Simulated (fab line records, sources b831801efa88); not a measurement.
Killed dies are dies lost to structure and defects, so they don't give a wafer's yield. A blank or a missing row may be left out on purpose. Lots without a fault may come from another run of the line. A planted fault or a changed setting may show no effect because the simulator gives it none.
Problem report in the 8D (eight disciplines) form, filled by code | flow gf180mcu | the parts of the form that need people (team, actions taken, sign-off) are left out

1. THE PROBLEM
run_length_s at GF_M3_METAL_ETCH_16 reads a mean of 179.5 s on 4 wafers of 2 lots; wafers without a fault read 153.3 s with a standard deviation of 0.44. That is +60 standard deviations from the usual mean.
The step: etches the open film in Cl2/BCl3, stops on SiO2, target depth 750.8 nm, time 125.1 s.
First seen on wafer L813.1, day 28 04:08, on rie_metal-04. The record holds 33 wafers of 11 lots with a number at this step. Rule for "out", or "out of limits": more than 4 standard deviations from the usual mean. The other wafers with a number count as sound.

2. WHAT IT IS AND WHAT IT IS NOT
question                    | is                                               | is not
which readings at this step | run_length_s, oes_product_au, throttle_valve_pct | drypump_motor_current_A
which lots                  | L813, L814                                       | L793, L794, L799, L801, L803, L805, L806, L807, L808
which wafers of those lots  | L813.1, L813.3, L813.4, L814.4                   | L814.2, L814.6
read on which tools         | rie_metal-04                                     | rie_metal-01, rie_metal-03
when                        | from day 28 04:08                                | up to then (27 sound wafers); but 2 sound wafers of L814 came after

3. SUSPECTS, AND WHAT RULES EACH OUT
Counting: a tool at a process step up to the reading stays a suspect if it ran every lot that is out. Sound lots after the first of them don't rule it out here, since some wafers of a struck lot are sound.
- plasma_asher-04 at GF_V2_STRIP_18 (strips in O2/N2): kept. It ran every lot that is out, first L813 (day 27 06:07); its last sound lot up to then is L807 (day 25 19:28).
- pvd_sputter-01 at GF_M3_SPUTTER_04 (material TiN, target thk 50 nm, time 41.7 s): kept. It ran every lot that is out, first L813 (day 27 07:35); its last sound lot up to then is L808 (day 26 06:35).
- rie_metal-04 at GF_M3_METAL_ETCH_16 (etches the open film in Cl2/BCl3, stops on SiO2, target depth 750.8 nm, time 125.1 s): kept. It ran every lot that is out, first L813 (day 28 04:08); its last sound lot up to then is L808 (day 27 03:14). Its own readings are out on those wafers: oes_product_au, run_length_s, throttle_valve_pct.
Left after counting: plasma_asher-04 at GF_V2_STRIP_18, pvd_sputter-01 at GF_M3_SPUTTER_04, rie_metal-04 at GF_M3_METAL_ETCH_16.

4. THE CAUSE (what the simulator had put in)
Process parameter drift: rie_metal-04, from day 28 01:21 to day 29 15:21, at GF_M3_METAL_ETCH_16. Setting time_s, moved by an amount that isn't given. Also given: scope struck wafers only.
Counting left 3 suspects, and this tool is among them.

5. THE CHAIN OF EFFECTS, in route order
Each row: a reading whose mean over the struck wafers that have a number lies more than 3 standard deviations from the usual. Only readings for which the record gives a usual standard deviation are gone through. hours: the time from each lot's start at the first step in this table that gives one to its start at this step, as a median over the lots. sigmas: the change in usual standard deviations.
hours | step                | reading                  | usual      | on struck wafers | change | sigmas
0     | GF_M3_METAL_ETCH_16 | oes_product_au           | 0.988 a.u. | 0.893            | -0.095 | -14
0     | GF_M3_METAL_ETCH_16 | run_length_s             | 153.3 s    | 179.5            | +26.2  | +60
0     | GF_M3_METAL_ETCH_16 | throttle_valve_pct       | 28.231 %   | 28.343           | +0.112 | +10
0     | GF_M3_STRIP_17      | oes_product_au           | 0.538 a.u. | 0.507            | -0.031 | -6.0
0     | GF_M3_STRIP_17      | strip_time_to_endpoint_s | 7.39 s     | 6.75             | -0.64  | -14
The process steps in it:
- GF_M3_METAL_ETCH_16: etches the open film in Cl2/BCl3, stops on SiO2, target depth 750.8 nm, time 125.1 s.
- GF_M3_STRIP_17: strips in O2/N2.

6. WHAT WOULD HAVE CAUGHT IT SOONER
In this record the first reading out of limits was taken at day 28 04:08, 3 hours after the fault began at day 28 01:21.
